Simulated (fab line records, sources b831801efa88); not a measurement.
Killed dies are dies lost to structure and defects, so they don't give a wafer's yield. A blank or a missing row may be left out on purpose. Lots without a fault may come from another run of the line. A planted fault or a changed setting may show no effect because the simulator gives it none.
A struck lot beside a sound one | flow sky130 | 26 steps out of a route of 708
Sound: wafers L837.2, L837.4, L837.5. Struck: wafers L840.2, L840.3, L840.5. The cause comes at the end.
At each step with rows: each side's tool, then ch and its chambers, then its first start. Under that, the readings that differ: sound wafers | struck wafers | difference of the means | sigmas: that difference in standard deviations of wafers without a fault.
alike: readings whose means differ by less than 2 such deviations, and words and numbers that are the same on both sides. not compared: withheld readings, readings that some wafer has no value for, bounds like >300 that may hide the same value, and numbers for which the record gives no deviation and whose values overlap.
The two part at a step that has a row with sigmas, a row that says differs or no value, or rows on one side only. Numbers that don't overlap but have no deviation are shown without sigmas and don't part them. A reading that every wafer of one side lacks parts them only if that side has two wafers or more.

SKY_PWDE_TW_MEAS_10:
  sound on film_metro-02, day 5 19:12; struck on film_metro-03, day 6 13:11
  reading | sound             | struck            | difference | sigmas
  PWDE_TW | 374.0 375.5 376.2 | 367.1 366.9 364.8 | -9.0       | -3
then, 7 steps without rows for these wafers: SKY_NWELL_DEHYDRATE_03 (time 60 s); SKY_NWELL_HMDS_04 (prime time 60 s); SKY_NWELL_COAT_05 (resist thk 3000 nm); SKY_NWELL_SOFTBAKE_06; SKY_NWELL_EXPOSE_07 (exposes mask NWM, target cd 840 nm); SKY_NWELL_PEB_08; SKY_NWELL_DEVELOP_09 (develop time 60 s).
SKY_NWELL_OVL_MEAS_10:
  sound on overlay-02, day 6 13:51; struck on overlay-02, day 7 08:17
  alike: NWELL_00_OVL
then, 3 steps without rows for these wafers: SKY_NWELL_IMPLANT_11; SKY_NWELL_IMPLANT_12; SKY_NWELL_IMPLANT_13.
SKY_NWELL_STRIP_14: strips in O2/N2.
  sound on plasma_asher-01 ch 0, day 6 14:20; struck on plasma_asher-02 ch 0,1, day 7 08:46
  no value came back on the struck wafers for any of 5 readings (chamber_pressure_mTorr (mTorr), drypump_motor_current_A (A) and others); on the sound wafers chamber_pressure_mTorr (mTorr) reads 1498.3 1498.0 1499.7
  reading                                 | sound | struck         | difference | sigmas
  model.coat_of_NWELL_COAT_05.thk_nm (nm) | 0 0 0 | 2989 2995 2982 | +2989      |
  not compared: rf_hours_counter_h
SKY_NWELL_TW_MEAS_15:
  sound on film_metro-02, day 6 14:26; struck on film_metro-01, day 7 08:53
  alike: NWELL_TW
then, 7 steps without rows for these wafers: SKY_NWELL_DEHYDRATE_16 (time 60 s); SKY_NWELL_HMDS_17 (prime time 60 s); SKY_NWELL_COAT_18 (resist thk 3000 nm); SKY_NWELL_SOFTBAKE_19; SKY_NWELL_EXPOSE_20 (exposes mask NWM COMPLEMENT, target cd 840 nm); SKY_NWELL_PEB_21; SKY_NWELL_DEVELOP_22 (develop time 60 s).
SKY_NWELL_OVL_MEAS_23:
  sound on overlay-02, day 7 10:04; struck on overlay-02, day 8 04:45
  alike: NWELL_01_OVL
then, 1 step without rows for these wafers: SKY_NWELL_IMPLANT_24.
SKY_NWELL_STRIP_25: strips in O2/N2.
  sound on plasma_asher-04 ch 0,1, day 7 10:14; struck on plasma_asher-02 ch 0, day 8 04:56
  reading                      | sound             | struck            | difference | sigmas
  oes_product_au (a.u.)        | 0.726 0.720 0.728 | 0.746 0.740 0.738 | +0.017     | +4
  strip_time_to_endpoint_s (s) | 37.06 36.99 36.98 | 80.95 80.98 80.81 | +43.90     | +99 or more
  alike: chamber_pressure_mTorr, drypump_motor_current_A, o2_flow_sccm
  not compared: rf_hours_counter_h
SKY_NWELL_TW_MEAS_26:
  sound on film_metro-02, day 7 10:21; struck on film_metro-02, day 8 05:02
  reading    | sound       | struck   | difference | sigmas
  NWELL_2_TW | 497 498 498 | 30 30 30 | -468       | -99 or more
then, 1 step without rows for these wafers: SKY_NWELL_CLEAN_27 (cleans in SC1/SC2, time 150 s).

WHERE THEY PART
First at SKY_PWDE_TW_MEAS_10; last, within this record, at SKY_NWELL_TW_MEAS_26.

WHY: what the simulator had put in
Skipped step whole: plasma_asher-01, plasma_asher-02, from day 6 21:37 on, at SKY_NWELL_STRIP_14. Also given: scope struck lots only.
